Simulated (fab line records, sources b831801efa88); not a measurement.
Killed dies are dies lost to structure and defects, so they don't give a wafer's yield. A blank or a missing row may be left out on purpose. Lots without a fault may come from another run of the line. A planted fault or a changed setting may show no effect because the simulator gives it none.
One fault seen from 2 desks | flow sky130 | each desk has only its own numbers; what lay behind them comes last

THE METROLOGY DESK
What the gauges read, lot by lot, whatever tool the lot ran on: means of the sampled wafers that have a number. A lot is out of limits, marked OUT, if its mean lies more than 4 standard deviations from the usual mean; the brackets give that distance.
Columns: A = VT_ADJUST_HVTR_OVL at SKY_VT_ADJUST_HVTR_OVL_MEAS_08, usual 0.0 nm; B = SONOS_ONO_OVL at SKY_SONOS_ONO_OVL_MEAS_14, usual 1.1 nm
lot  | first seen here | A    | B
L507 | day 9 11:44     | 0.2  | 0.9
L508 | day 9 21:09     | -1.0 | 0.2
L509 | day 10 04:11    | 1.1  | 0.7
L510 | day 10 13:34    | 0.3  | 1.5
L514 | day 11 20:14    | -1.6 | 2.0
L518 | day 13 00:03    | 0.1  | 0.8
L519 | day 13 07:50    | -3.5 | 0.5
L521 | day 13 20:05    | 0.6  | 2.3
L522 | day 14 02:03    | 1.0  | 1.3
L525 | day 15 04:05    | -0.4 | 1.6
L526 | day 15 08:18    | -0.5 | 1.2
L529 | day 16 04:12    | 1.2  | 2.2
L530 | day 16 15:09    | 0.3  | 1.5
This desk's finding: nothing out of limits on any of the 13 lots.

THE TOOL OWNER'S DESK: implanter-04
The tool's own readings at SKY_LDD_N_IMPLANT_14: means of the sampled wafers that have a number, for each lot that ran on this tool. A lot is out of limits, marked OUT, if its mean lies more than 4 standard deviations from the usual mean; the brackets give that distance.
Columns: A = beam_energy_keV at SKY_LDD_N_IMPLANT_14, usual 49.999; B = faraday_current_uA at SKY_LDD_N_IMPLANT_14, usual 28.2
lot  | first seen here | A                        | B
L507 | day 17 19:24    | 49.991                   | 28.3
L508 | day 18 09:47    | 49.980                   | 28.5
L510 | day 19 03:28    | 50.004                   | 27.7
L514 | day 20 18:25    | 49.991                   | 28.4
L518 | day 22 04:53    | 47.529 (-99 or more) OUT | 27.5
L519 | day 22 13:56    | 47.533 (-99 or more) OUT | 27.9
L529 | day 25 14:54    | 49.979                   | 29.0
This desk's finding: out of limits on L518, L519; first on L518, day 22 04:53 (beam_energy_keV at SKY_LDD_N_IMPLANT_14). In limits: L507, L508, L510, L514, L529.

PUT TOGETHER
The tool owner's desk could have raised an alarm at day 22 04:53, on L518, L519.
The metrology desk saw nothing out of limits.
The metrology desk has L518, L519 on record, within its limits.
Of the lots named, all ran SKY_LDD_N_IMPLANT_14 on implanter-04.

WHAT THE SIMULATOR HAD PUT IN
Process parameter drift: implanter-04, from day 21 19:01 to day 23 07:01, at SKY_LDD_N_IMPLANT_14. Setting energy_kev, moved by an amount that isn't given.
Lots struck among those shown: L518, L519.
Hours from the fault's start to each desk's first reading out of limits: the tool owner's desk, 10.
